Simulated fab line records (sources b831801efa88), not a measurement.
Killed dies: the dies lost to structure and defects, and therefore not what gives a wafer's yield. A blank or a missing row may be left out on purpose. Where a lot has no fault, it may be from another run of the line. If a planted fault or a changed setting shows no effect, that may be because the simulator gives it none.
A struck lot beside a sound one | flow sky130 | 20 steps out of a route of 708
Sound: wafers L129.2, L129.3, L129.6. Wafers struck: L134.1, L134.2, L134.6. Last of all comes the cause.
For every step that has rows: the tool of each side, followed by ch and its chambers, followed by its first start. Under that, the readings that differ: sound wafers | struck wafers | difference of the means | sigmas: that difference in standard deviations of wafers without a fault.
alike: readings whose means differ by less than 2 such deviations, and words and numbers that are the same on both sides. not compared: withheld readings, readings that some wafer has no value for, bounds like >300 that may hide the same value, and numbers for which the record gives no deviation and whose values overlap.
A row with sigmas, a row that says differs or no value, or rows on one side alone: a step with any of these is where the two part. Non-overlapping numbers with no deviation appear without sigmas and do not part them. A reading that every wafer of one side lacks parts them only if that side has two wafers or more.

first, 1 step without rows for these wafers: SKY_NWELL_IMPLANT_24.
SKY_NWELL_STRIP_25: strips in O2/N2.
  sound on plasmaAsher-04 ch 0,1, day 5 18:47; struck on plasmaAsher-03 ch 0,1, day 7 00:31
  alike: drypumpMotorCurrentA, oesProductAu, stripTimeToEndpointS
  not compared: rfHoursCounterH
SKY_NWELL_TW_MEAS_26:
  sound on filmMetro-04, day 5 18:53; struck on filmMetro-02, day 7 00:37
  alike: NWELL_2_TW
then, 1 step without rows for these wafers: SKY_NWELL_CLEAN_27 (cleans in SC1/SC2, time 157.2 s).
SKY_NWELL_RTA_28: time 30 s.
  sound on rtpAnneal-01 ch 0, day 5 19:01; struck on rtpAnneal-02 ch 0, day 7 00:44
  alike: annealTempCMax, lampPowerPct, wafer_temp_C_max
SKY_NWELL_RS_MEAS_29: a four-point-probe measurement.
  sound on filmMetro-02, day 5 19:07; struck on filmMetro-03, day 7 00:50
reading           | sound             | struck            | difference | sigmas
NWELL_RS (ohm/sq) | 624.5 626.4 627.4 | 619.6 621.5 620.7 | -5.5       | -3
SKY_NWELL_RS_MEAS_31: a four-point-probe measurement.
  sound on filmMetro-02, day 5 19:22; struck on filmMetro-03, day 7 01:04
  alike: PWDE_RS
then, 4 steps without rows for these wafers: SKY_VT_ADJUST_HVTP_DEHYDRATE_00 (time 60 s); SKY_VT_ADJUST_HVTP_HMDS_01 (prime time 60 s); SKY_VT_ADJUST_HVTP_COAT_02 (resist thk 1140 nm); SKY_VT_ADJUST_HVTP_SOFTBAKE_03 (time 60 s).
SKY_VT_ADJUST_HVTP_EXPOSE_04: exposes mask HVTPM, target cd 380 nm.
  sound on ilineStepper-01 ch 0, day 6 04:53; struck on ilineStepper-01 ch 0, day 7 10:22
reading | sound                   | struck                                             | difference | sigmas
mask    | HVTPM#0 HVTPM#0 HVTPM#0 | NWM_COMPLEMENT#0 NWM_COMPLEMENT#0 NWM_COMPLEMENT#0 | differs    | 
then, 2 steps without rows for these wafers: SKY_VT_ADJUST_HVTP_PEB_05; SKY_VT_ADJUST_HVTP_DEVELOP_06 (develop time 60 s).
SKY_VT_ADJUST_HVTP_CD_MEAS_07: target cd 380 nm.
  sound on cdSem-02, day 6 14:04; struck on cdSem-01, day 7 20:30
reading   | sound             | struck | difference                    | sigmas
cdNm (nm) | 379.9 381.7 381.4 | - - -  | no value on the struck wafers | 
SKY_VT_ADJUST_HVTP_OVL_MEAS_08:
  sound on overlay-02, day 6 14:10; struck on overlay-02, day 7 20:37
reading                 | sound       | struck | difference                    | sigmas
VT_ADJUST_HVTP_OVL (nm) | 0.6 0.2 0.9 | - - -  | no value on the struck wafers | 
next, for these wafers, 1 step has no rows: SKY_VT_ADJUST_HVTP_IMPLANT_09.
SKY_VT_ADJUST_HVTP_STRIP_10: strips in O2/N2.
  sound on plasmaAsher-01 ch 0,1, day 6 14:21; struck on plasmaAsher-03 ch 0,1, day 7 20:48
  alike: drypumpMotorCurrentA, oesProductAu, stripTimeToEndpointS
  not compared: rfHoursCounterH
SKY_VT_ADJUST_HVTP_TW_MEAS_11:
  sound on filmMetro-02, day 6 14:28; struck on filmMetro-01, day 7 20:54
reading           | sound          | struck   | difference | sigmas
VT_ADJUST_HVTP_TW | 1371 1366 1377 | 30 30 30 | -1341      | -99 or more
then, 1 step without rows for these wafers: SKY_VT_ADJUST_LVTN_DEHYDRATE_00 (time 60 s).

== WHERE THEY PART ==
First at SKY_NWELL_RS_MEAS_29; last, within this record, at SKY_VT_ADJUST_HVTP_TW_MEAS_11.

WHY: the cause the simulator had injected
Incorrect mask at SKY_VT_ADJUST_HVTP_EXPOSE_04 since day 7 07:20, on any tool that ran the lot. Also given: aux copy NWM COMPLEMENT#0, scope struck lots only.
